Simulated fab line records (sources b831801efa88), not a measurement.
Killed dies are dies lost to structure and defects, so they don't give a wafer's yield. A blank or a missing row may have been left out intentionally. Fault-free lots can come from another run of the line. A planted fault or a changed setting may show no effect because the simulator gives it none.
Comparing a struck lot with a sound one + flow sky130 + 35 steps out of a route of 708
Sound: the wafers L278.1, L278.3, L278.4. Struck: wafer L280.2 (L280.4, L280.6, from the same lot, were not struck and are left out); the cause is given at the end.
Order at every step that has rows: each side's tool, ch and its chambers, its first start. Under that, the readings that differ: sound wafers + struck wafers + difference of the means + sigmas: that difference in standard deviations of wafers without a fault.
alike: a reading whose means differ by less than 2 such deviations, as well as words and numbers matching on both sides. not compared: withheld readings; readings where some wafer has no value; bounds like >300 that might hide an equal value; numbers whose values overlap and for which the record gives no deviation.
Wherever a step has rows on one side only, a row that says differs or no value, or a row with sigmas, the two part there. Numbers that have no deviation but don't overlap get no sigmas and don't part them. Lack of a reading on every wafer of one side parts them only where that side has two or more wafers.

SKY_VIA1_CD_MEAS_12 targets a cd of 150 nm.
  struck on cd_sem-01, day 34 22:23; sound on cd_sem-02, day 34 20:19
  alike: cd_nm
SKY_VIA1_OVL_MEAS_13:
  struck on overlay-02, day 34 22:29; sound on overlay-02, day 34 20:26
  alike: VIA1_OVL
then, 8 steps without rows for these wafers: SKY_VIA1_ETCH_14 (etches BARC in N2/H2, stops on SiO2, time 45.9 s, target depth 60 nm); SKY_VIA1_ETCH_15 (etches SiO2 in C4F8/O2/Ar, stops on TiN, target depth 351 nm, time 54 s); SKY_VIA1_STRIP_16 (strips in O2/N2); SKY_VIA1_STRIP_17 (strips in post etch residue remover, time 1200 s); SKY_VIA1_CLEAN_18 (cleans in IPA, time 180 s); SKY_VIA1_CLEAN_19 (cleans in O3/DIW); SKY_VIA1_SPUTTER_20 (material TiN, target thk 20 nm, time 80 s); SKY_VIA1_CVD_21 (deposits W, target thk 270 nm, time 80.902 s).
SKY_VIA1_RS_MEAS_22: a four-point-probe measurement.
  struck on film_metro-03, day 34 23:49; sound on film_metro-04, day 34 21:25
  alike: VIA1_W_RS
SKY_VIA1_THK_MEAS_23: measures by xrf.
  struck on film_metro-03, day 34 23:56; sound on film_metro-04, day 34 21:32
  alike: VIA1_W_THK
SKY_VIA1_CMP_24: polishes, stops on SiO2, t overpolish 15 s, target thk 0 nm.
  sound on cmp-02 ch 1,2,3, day 34 21:35; struck on cmp-02 ch 2, day 34 23:59
| reading                                  | sound             | struck | difference | sigmas |
|------------------------------------------|-------------------|--------|------------|--------|
| time_to_endpoint_s (s)                   | 68.5 69.1 65.7    | 37.0   | -30.8      | -13    |
| model.SiO2_of_VIA1_HDPCVD_00.thk_nm (nm) | 343.8 342.1 343.1 | 338.5  | -4.5       |        |
  alike: motor_current_A, overpolish_run_s
SKY_METAL2_SPUTTER_00: material Ti, target thk 15 nm, time 10 s.
  struck on pvd_sputter-02, day 35 00:17; sound on pvd_sputter-01, day 34 21:53
| reading                | sound          | struck | difference | sigmas |
|------------------------|----------------|--------|------------|--------|
| throttle_valve_pct (%) | 31.0 29.8 32.0 | 29.1   | -1.8       | -2     |
then, 2 steps without rows for these wafers: SKY_METAL2_SPUTTER_01 (material TiN, target thk 20 nm, time 16.7 s); SKY_METAL2_SPUTTER_02 (material AlCu, target thk 250 nm, time 13.3 s).
SKY_METAL2_SPUTTER_03: material Ti, target thk 5 nm, time 3.3 s.
  struck on pvd_sputter-02, day 35 00:21; sound on pvd_sputter-01, day 34 21:58
| reading                | sound          | struck | difference | sigmas |
|------------------------|----------------|--------|------------|--------|
| throttle_valve_pct (%) | 30.8 30.1 32.1 | 28.7   | -2.3       | -3     |
then, 1 step without rows for these wafers: SKY_METAL2_SPUTTER_04 (material TiN, target thk 70 nm, time 58.3 s).
SKY_METAL2_RS_MEAS_05: a four-point-probe measurement.
  struck on film_metro-02, day 35 00:26; sound on film_metro-04, day 34 22:02
  alike: METAL2_ALCU_RS
SKY_METAL2_THK_MEAS_06: measures by xrf.
  struck on film_metro-02, day 35 00:33; sound on film_metro-04, day 34 22:09
  alike: METAL2_ALCU_THK
then, 8 steps without rows for these wafers: SKY_METAL2_DEHYDRATE_07 (time 60 s); SKY_METAL2_HMDS_08 (prime time 60 s); SKY_METAL2_COAT_09 (resist thk 60 nm); SKY_METAL2_COAT_10 (resist thk 450 nm); SKY_METAL2_SOFTBAKE_11 (time 90 s); SKY_METAL2_EXPOSE_12 (exposes mask MM2, target cd 140 nm); SKY_METAL2_PEB_13; SKY_METAL2_DEVELOP_14 (develop time 60 s).
SKY_METAL2_CD_MEAS_15 targets a cd of 140 nm.
  struck on cd_sem-01, day 36 03:01; sound on cd_sem-02, day 36 02:04
  alike: cd_nm
SKY_METAL2_OVL_MEAS_16:
  struck on overlay-02, day 36 03:08; sound on overlay-02, day 36 02:13
  alike: METAL2_OVL
SKY_METAL2_DESCUM_17: chemistry O2, time 8 s.
  sound on rie_metal-04 ch 0,1, day 36 02:14; struck on rie_metal-01 ch 0, day 36 03:10
  alike: drypump_motor_current_A, oes_product_au
  not compared: rf_hours_counter_h
SKY_METAL2_ETCH_18: etches BARC in N2/H2, stops on SiO2, time 45.9 s, target depth 60 nm.
  sound on rie_metal-04 ch 0,1, day 36 02:17; struck on rie_metal-01 ch 0, day 36 03:11
| reading                | sound                | struck | difference | sigmas |
|------------------------|----------------------|--------|------------|--------|
| throttle_valve_pct (%) | 13.229 13.219 13.214 | 13.239 | +0.018     | +2     |
  alike: drypump_motor_current_A, oes_product_au
  not compared: rf_hours_counter_h
SKY_METAL2_METAL_ETCH_19: etches the open film in Cl2/BCl3, stops on SiO2, target depth 360 nm, time 78 s.
  sound on rie_metal-04 ch 0,1, day 36 02:20; struck on rie_metal-01 ch 0, day 36 03:15
| reading                                  | sound           | struck | difference | sigmas |
|------------------------------------------|-----------------|--------|------------|--------|
| model.SiO2_of_VIA1_HDPCVD_00.thk_nm (nm) | 333 331.1 332.3 | 327.7  | -4.4       |        |
  alike: drypump_motor_current_A, oes_product_au, throttle_valve_pct
  not compared: rf_hours_counter_h
SKY_METAL2_STRIP_20: strips in O2/N2.
  sound on plasma_asher-04 ch 0,1, day 36 02:26; struck on plasma_asher-01 ch 1, day 36 03:20
  alike: drypump_motor_current_A, oes_product_au, strip_time_to_endpoint_s
  not compared: rf_hours_counter_h
next, for these wafers, 1 step has no rows: SKY_PAD_OPEN_PROBE_99.

== WHERE THEY PART ==
First at SKY_VIA1_CMP_24; last, within this record, at SKY_METAL2_ETCH_18. Later steps at which nothing parts them and some readings are alike: SKY_METAL2_METAL_ETCH_19, SKY_METAL2_STRIP_20.

WHY: whatever the simulator had introduced
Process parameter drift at SKY_VIA1_CMP_24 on cmp-02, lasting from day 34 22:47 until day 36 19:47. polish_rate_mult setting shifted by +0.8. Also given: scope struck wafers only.
